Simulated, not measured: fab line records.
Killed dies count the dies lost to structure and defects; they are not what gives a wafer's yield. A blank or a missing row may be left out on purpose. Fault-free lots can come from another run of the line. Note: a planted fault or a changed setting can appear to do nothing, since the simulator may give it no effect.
Check for tools in common || flow gf180mcu || 13 lots and 39 wafers in the sample

## WHY THIS WAS OPENED
GF_V3_THK_MEAS_01, reading V3_CVD_00_THK: flagged on 2 of 13 lots. Wafers without a fault read 599 nm, standard deviation 6.8.
Rule: a lot is flagged in two cases, either no wafer of it has a number, or all its wafers with numbers fall more than 4 standard deviations from that mean. All remaining lots are regarded as sound.

{"lot": "L136", "measured": "day 21 07:22", "on": "filmMetro-01", "V3_CVD_00_THK (nm), wafer by wafer": "598 593 597", "flag": ""}
{"lot": "L137", "measured": "day 21 19:59", "on": "filmMetro-01", "V3_CVD_00_THK (nm), wafer by wafer": "591 599 602", "flag": ""}
{"lot": "L138", "measured": "day 22 07:11", "on": "filmMetro-01", "V3_CVD_00_THK (nm), wafer by wafer": "601 609 605", "flag": ""}
{"lot": "L139", "measured": "day 22 15:49", "on": "filmMetro-03", "V3_CVD_00_THK (nm), wafer by wafer": "614 604 605", "flag": ""}
{"lot": "L140", "measured": "day 23 01:07", "on": "filmMetro-03", "V3_CVD_00_THK (nm), wafer by wafer": "604 610 613", "flag": ""}
{"lot": "L141", "measured": "day 23 12:44", "on": "filmMetro-02", "V3_CVD_00_THK (nm), wafer by wafer": "593 596 589", "flag": ""}
{"lot": "L142", "measured": "day 23 17:59", "on": "filmMetro-02", "V3_CVD_00_THK (nm), wafer by wafer": "596 597 593", "flag": ""}
{"lot": "L144", "measured": "day 24 18:38", "on": "filmMetro-03", "V3_CVD_00_THK (nm), wafer by wafer": "599 597 604", "flag": ""}
{"lot": "L145", "measured": "day 25 04:37", "on": "filmMetro-02", "V3_CVD_00_THK (nm), wafer by wafer": "297 306 312", "flag": "FLAGGED"}
{"lot": "L146", "measured": "day 25 13:16", "on": "filmMetro-01", "V3_CVD_00_THK (nm), wafer by wafer": "302 293 294", "flag": "FLAGGED"}
{"lot": "L156", "measured": "day 28 16:44", "on": "filmMetro-01", "V3_CVD_00_THK (nm), wafer by wafer": "595 603 595", "flag": ""}
{"lot": "L157", "measured": "day 28 18:23", "on": "filmMetro-01", "V3_CVD_00_THK (nm), wafer by wafer": "600 599 615", "flag": ""}
{"lot": "L158", "measured": "day 28 23:56", "on": "filmMetro-02", "V3_CVD_00_THK (nm), wafer by wafer": "600 599 589", "flag": ""}
On average the flagged lots' numbers are 301 nm, which is -298 nm against the usual, or -44 standard deviations.

## WHICH TOOL EACH LOT WENT THROUGH
4 process steps preceding the reading are held in the record, out of 602 steps in the route. In each cell: the tool, then ch and the chambers that the sampled wafers went through, then the start.
{"lot": "L136", "flag": "", "GF_V2_SPUTTER_21": "pvdSputter-03, day 20 05:16", "GF_V2_CMP_26": "cmp-02 ch 0,1, day 20 06:15", "GF_M3_SPUTTER_04": "pvdSputter-04, day 20 06:41", "GF_V3_CVD_00": "hdpcvd-01 ch 0,1,2, day 21 07:18"}
{"lot": "L137", "flag": "", "GF_V2_SPUTTER_21": "pvdSputter-03, day 20 18:32", "GF_V2_CMP_26": "cmp-01 ch 1,2,3, day 20 18:56", "GF_M3_SPUTTER_04": "pvdSputter-02, day 20 19:25", "GF_V3_CVD_00": "hdpcvd-02 ch 1,2, day 21 19:54"}
{"lot": "L138", "flag": "", "GF_V2_SPUTTER_21": "pvdSputter-03, day 21 06:11", "GF_V2_CMP_26": "cmp-02 ch 0,1,2, day 21 06:41", "GF_M3_SPUTTER_04": "pvdSputter-04, day 21 07:04", "GF_V3_CVD_00": "hdpcvd-01 ch 0,1,2, day 22 07:07"}
{"lot": "L139", "flag": "", "GF_V2_SPUTTER_21": "pvdSputter-03, day 21 15:10", "GF_V2_CMP_26": "cmp-01 ch 0,1, day 21 15:34", "GF_M3_SPUTTER_04": "pvdSputter-02, day 21 16:02", "GF_V3_CVD_00": "hdpcvd-02 ch 0,2, day 22 15:44"}
{"lot": "L140", "flag": "", "GF_V2_SPUTTER_21": "pvdSputter-03, day 22 00:25", "GF_V2_CMP_26": "cmp-02 ch 0,1,3, day 22 00:55", "GF_M3_SPUTTER_04": "pvdSputter-04, day 22 01:17", "GF_V3_CVD_00": "hdpcvd-02 ch 0,1, day 23 01:02"}
{"lot": "L141", "flag": "", "GF_V2_SPUTTER_21": "pvdSputter-02, day 22 12:26", "GF_V2_CMP_26": "cmp-01 ch 0,2,3, day 22 12:50", "GF_M3_SPUTTER_04": "pvdSputter-04, day 22 13:19", "GF_V3_CVD_00": "hdpcvd-01 ch 0,1, day 23 12:40"}
{"lot": "L142", "flag": "", "GF_V2_SPUTTER_21": "pvdSputter-03, day 22 17:38", "GF_V2_CMP_26": "cmp-01 ch 1,2, day 22 18:05", "GF_M3_SPUTTER_04": "pvdSputter-04, day 22 18:31", "GF_V3_CVD_00": "hdpcvd-01 ch 0,1,2, day 23 17:55"}
{"lot": "L144", "flag": "", "GF_V2_SPUTTER_21": "pvdSputter-02, day 23 18:38", "GF_V2_CMP_26": "cmp-02 ch 1,2, day 23 19:05", "GF_M3_SPUTTER_04": "pvdSputter-01, day 23 19:32", "GF_V3_CVD_00": "hdpcvd-02 ch 0,1, day 24 18:34"}
{"lot": "L145", "flag": "FLAGGED", "GF_V2_SPUTTER_21": "pvdSputter-03, day 24 04:39", "GF_V2_CMP_26": "cmp-02 ch 0,1,3, day 24 05:03", "GF_M3_SPUTTER_04": "pvdSputter-02, day 24 05:32", "GF_V3_CVD_00": "hdpcvd-01 ch 0,1,2, day 25 04:32"}
{"lot": "L146", "flag": "FLAGGED", "GF_V2_SPUTTER_21": "pvdSputter-02, day 24 13:50", "GF_V2_CMP_26": "cmp-01 ch 0,3, day 24 14:14", "GF_M3_SPUTTER_04": "pvdSputter-04, day 24 14:44", "GF_V3_CVD_00": "hdpcvd-01 ch 1,2, day 25 13:11"}
{"lot": "L156", "flag": "", "GF_V2_SPUTTER_21": "pvdSputter-02, day 27 19:17", "GF_V2_CMP_26": "cmp-01 ch 1,2, day 27 19:43", "GF_M3_SPUTTER_04": "pvdSputter-02, day 27 20:09", "GF_V3_CVD_00": "hdpcvd-02 ch 1,2, day 28 16:39"}
{"lot": "L157", "flag": "", "GF_V2_SPUTTER_21": "pvdSputter-03, day 27 21:51", "GF_V2_CMP_26": "cmp-02 ch 0,2,3, day 27 22:21", "GF_M3_SPUTTER_04": "pvdSputter-02, day 27 22:44", "GF_V3_CVD_00": "hdpcvd-02 ch 1,2, day 28 18:18"}
{"lot": "L158", "flag": "", "GF_V2_SPUTTER_21": "pvdSputter-03, day 28 02:59", "GF_V2_CMP_26": "cmp-02 ch 0,2,3, day 28 03:37", "GF_M3_SPUTTER_04": "pvdSputter-02, day 28 04:03", "GF_V3_CVD_00": "hdpcvd-02 ch 0,1,2, day 28 23:51"}
What these steps do:
- GF_V2_SPUTTER_21: material Ti, target thk 15 nm, time 80.02 s.
- GF_V2_CMP_26: polishes, stops on SiO2, t overpolish 15 s, target thk 0 nm.
- GF_M3_SPUTTER_04: material TiN, target thk 50 nm, time 41.7 s.
- GF_V3_CVD_00: deposits SiO2, target thk 600 nm, time 100 s.
- GF_V3_THK_MEAS_01

## FLAGGED AGAINST TOTAL, ONE TOOL AT A TIME (gauges that did the reading follow at the end)
{"step": "GF_V2_SPUTTER_21", "tool": "pvdSputter-02", "lots run": 4, "flagged": 1, "share of the flagged lots": "some", "sound lots run after its first flagged lot": "1 (L156)"}
{"step": "GF_V2_SPUTTER_21", "tool": "pvdSputter-03", "lots run": 9, "flagged": 1, "share of the flagged lots": "some", "sound lots run after its first flagged lot": "2 (L157,L158)"}
{"step": "GF_V2_CMP_26", "tool": "cmp-01", "lots run": 6, "flagged": 1, "share of the flagged lots": "some", "sound lots run after its first flagged lot": "1 (L156)"}
{"step": "GF_V2_CMP_26", "tool": "cmp-02", "lots run": 7, "flagged": 1, "share of the flagged lots": "some", "sound lots run after its first flagged lot": "2 (L157,L158)"}
{"step": "GF_M3_SPUTTER_04", "tool": "pvdSputter-01", "lots run": 1, "flagged": 0, "share of the flagged lots": "none", "sound lots run after its first flagged lot": "-"}
{"step": "GF_M3_SPUTTER_04", "tool": "pvdSputter-02", "lots run": 6, "flagged": 1, "share of the flagged lots": "some", "sound lots run after its first flagged lot": "3 (L156,L157,L158)"}
{"step": "GF_M3_SPUTTER_04", "tool": "pvdSputter-04", "lots run": 6, "flagged": 1, "share of the flagged lots": "some", "sound lots run after its first flagged lot": 0}
{"step": "GF_V3_CVD_00", "tool": "hdpcvd-01", "lots run": 6, "flagged": 2, "share of the flagged lots": "all", "sound lots run after its first flagged lot": 0}
{"step": "GF_V3_CVD_00", "tool": "hdpcvd-02", "lots run": 7, "flagged": 0, "share of the flagged lots": "none", "sound lots run after its first flagged lot": "-"}
{"step": "GF_V3_THK_MEAS_01", "tool": "filmMetro-01", "lots run": 6, "flagged": 1, "share of the flagged lots": "some", "sound lots run after its first flagged lot": "2 (L156,L157)"}
{"step": "GF_V3_THK_MEAS_01", "tool": "filmMetro-02", "lots run": 4, "flagged": 1, "share of the flagged lots": "some", "sound lots run after its first flagged lot": "1 (L158)"}
{"step": "GF_V3_THK_MEAS_01", "tool": "filmMetro-03", "lots run": 3, "flagged": 0, "share of the flagged lots": "none", "sound lots run after its first flagged lot": "-"}

## WHAT THE TABLE PERMITS
In the table, 1 row covers all flagged lots: hdpcvd-01 at GF_V3_CVD_00.
- hdpcvd-01 at GF_V3_CVD_00: 2 of its 6 lots flagged. Its last sound lot is L142 (day 23 17:55), its first flagged lot L145 (day 25 04:32): a fault that began between those two fits. Its own readings lie more than 4 standard deviations out on every wafer of the flagged lots: sih4FlowSccm.
Just one tool remains: hdpcvd-01 at GF_V3_CVD_00.

## WHAT THE SIMULATOR HAD PUT IN
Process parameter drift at GF_V3_CVD_00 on hdpcvd-01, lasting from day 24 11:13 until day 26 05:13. From 60, the setting sih4FlowSccm moved by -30. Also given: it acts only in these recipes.
Lots struck among those shown: L145, L146. This agrees with what the rule above found.
